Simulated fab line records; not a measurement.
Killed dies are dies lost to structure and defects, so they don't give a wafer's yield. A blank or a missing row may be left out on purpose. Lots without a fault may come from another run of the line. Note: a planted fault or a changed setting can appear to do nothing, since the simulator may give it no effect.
A lot that was struck, set against a sound lot || flow sky130 || 31 steps out of a route of 708
Sound: wafers L478.1, L478.2, L478.3. Struck: wafers L482.3, L482.4. (L482.2 of the same lot was not struck and is left out.) The cause comes at the end.
For every step that has rows: the tool of each side, followed by ch and its chambers, followed by its first start. Under that, the readings that differ: sound wafers || struck wafers || difference of the means || sigmas: that difference in standard deviations of wafers without a fault.
alike: readings whose means differ by less than 2 such deviations, and words and numbers that are the same on both sides. not compared: withheld readings, readings that some wafer has no value for, bounds like >300 that may hide the same value, and numbers for which the record gives no deviation and whose values overlap.
Wherever a step has rows on one side only, a row that says differs or no value, or a row with sigmas, the two part there. Numbers that don't overlap but have no deviation are shown without sigmas and don't part them. Lack of a reading on every wafer of one side parts them only where that side has two or more wafers.

SKY_VIA1_ETCH_15: etches SiO2 in C4F8/O2/Ar, stops on TiN, target depth 351 nm, time 54 s.
  sound on rie-diel-02 ch 0,2,3, day 36 21:34; struck on rie-diel-04 ch 0,1, day 37 22:25
  alike: oes-product-au
  not compared: rf-hours-counter-h
SKY_VIA1_STRIP_16: strips in O2/N2.
  sound on plasma-asher-02 ch 0,1, day 36 21:36; struck on plasma-asher-03 ch 0,1, day 37 22:27
  alike: drypump-motor-current-A, oes-product-au, strip-time-to-endpoint-s
  not compared: rf-hours-counter-h
then, 5 steps without rows for these wafers: SKY_VIA1_STRIP_17 (strips in post etch residue remover, time 1200 s); SKY_VIA1_CLEAN_18 (cleans in IPA, time 180 s); SKY_VIA1_CLEAN_19 (cleans in O3/DIW); SKY_VIA1_SPUTTER_20 (material TiN, target thk 20 nm, time 80 s); SKY_VIA1_CVD_21 (deposits W, target thk 270 nm, time 80.902 s).
SKY_VIA1_RS_MEAS_22: measurement is done with a four-point probe.
  struck on film-metro-04, day 37 23:17; sound on film-metro-04, day 36 22:25
  alike: VIA1_W_RS
SKY_VIA1_THK_MEAS_23: measures by xrf.
  struck on film-metro-04, day 37 23:23; sound on film-metro-04, day 36 22:32
  alike: VIA1_W_THK
then, 1 step without rows for these wafers: SKY_VIA1_CMP_24 (polishes, stops on SiO2, t overpolish 15 s, target thk 0 nm).
SKY_METAL2_SPUTTER_00: material Ti, target thk 15 nm, time 10 s.
  struck on pvd-sputter-02, day 37 23:44; sound on pvd-sputter-02, day 36 22:53
  alike: cathode-dc-power-W, throttle-valve-pct
then, 1 step without rows for these wafers: SKY_METAL2_SPUTTER_01 (material TiN, target thk 20 nm, time 16.7 s).
SKY_METAL2_SPUTTER_02: material AlCu, target thk 250 nm, time 13.3 s.
  struck on pvd-sputter-02, day 37 23:47; sound on pvd-sputter-02, day 36 22:56
{"reading": "model.AlCu_of_METAL2_SPUTTER_02.thk-nm (nm)", "sound": "249.3 249.9 249.7", "struck": "433.4 432.5", "difference": "+183.3", "sigmas": ""}
  alike: cathode-dc-power-W, throttle-valve-pct
then, 1 step without rows for these wafers: SKY_METAL2_SPUTTER_03 (material Ti, target thk 5 nm, time 3.3 s).
SKY_METAL2_SPUTTER_04: material TiN, target thk 70 nm, time 58.3 s.
  struck on pvd-sputter-02, day 37 23:50; sound on pvd-sputter-02, day 36 22:59
  alike: cathode-dc-power-W, throttle-valve-pct
SKY_METAL2_RS_MEAS_05: measurement is done with a four-point probe.
  struck on film-metro-03, day 37 23:54; sound on film-metro-03, day 36 23:02
{"reading": "METAL2_ALCU_RS (ohm/sq)", "sound": "0.1269 0.1269 0.1269", "struck": "0.0722 0.0726", "difference": -0.0545, "sigmas": -36}
SKY_METAL2_THK_MEAS_06: measures by xrf.
  struck on film-metro-03, day 38 00:01; sound on film-metro-03, day 36 23:09
{"reading": "METAL2_ALCU_THK (nm)", "sound": "252 254 252", "struck": "440 438", "difference": "+186", "sigmas": "+60"}
then, 8 steps without rows for these wafers: SKY_METAL2_DEHYDRATE_07 (time 60 s); SKY_METAL2_HMDS_08 (prime time 60 s); SKY_METAL2_COAT_09 (resist thk 60 nm); SKY_METAL2_COAT_10 (resist thk 450 nm); SKY_METAL2_SOFTBAKE_11 (time 90 s); SKY_METAL2_EXPOSE_12 (exposes mask MM2, target cd 140 nm); SKY_METAL2_PEB_13; SKY_METAL2_DEVELOP_14 (develop time 60 s).
SKY_METAL2_CD_MEAS_15 targets a cd of 140 nm.
  struck on cd-sem-01, day 39 01:44; sound on cd-sem-02, day 38 01:58
  alike: cd-nm
SKY_METAL2_OVL_MEAS_16:
  struck on overlay-02, day 39 01:50; sound on overlay-02, day 38 02:05
  alike: METAL2_OVL
then, 1 step without rows for these wafers: SKY_METAL2_DESCUM_17 (chemistry O2, time 8 s).
SKY_METAL2_ETCH_18: etches BARC in N2/H2, stops on SiO2, time 45.9 s, target depth 60 nm.
  sound on rie-metal-01 ch 0,1, day 38 02:10; struck on rie-metal-01 ch 0,1, day 39 01:54
  alike: drypump-motor-current-A, oes-product-au, throttle-valve-pct
  not compared: rf-hours-counter-h
SKY_METAL2_METAL_ETCH_19: etches the open film in Cl2/BCl3, stops on SiO2, target depth 360 nm, time 78 s.
  sound on rie-metal-01 ch 0,1, day 38 02:13; struck on rie-metal-01 ch 0,1, day 39 01:58
{"reading": "oes-product-au (a.u.)", "sound": "0.853 0.857 0.852", "struck": "1.012 1.021", "difference": "+0.162", "sigmas": "+27"}
  alike: drypump-motor-current-A, throttle-valve-pct
  not compared: rf-hours-counter-h
then, 1 step without rows for these wafers: SKY_METAL2_STRIP_20 (strips in O2/N2).

WHERE THEY PART
First at SKY_METAL2_RS_MEAS_05; last, within this record, at SKY_METAL2_METAL_ETCH_19.

WHY: what the simulator had put in
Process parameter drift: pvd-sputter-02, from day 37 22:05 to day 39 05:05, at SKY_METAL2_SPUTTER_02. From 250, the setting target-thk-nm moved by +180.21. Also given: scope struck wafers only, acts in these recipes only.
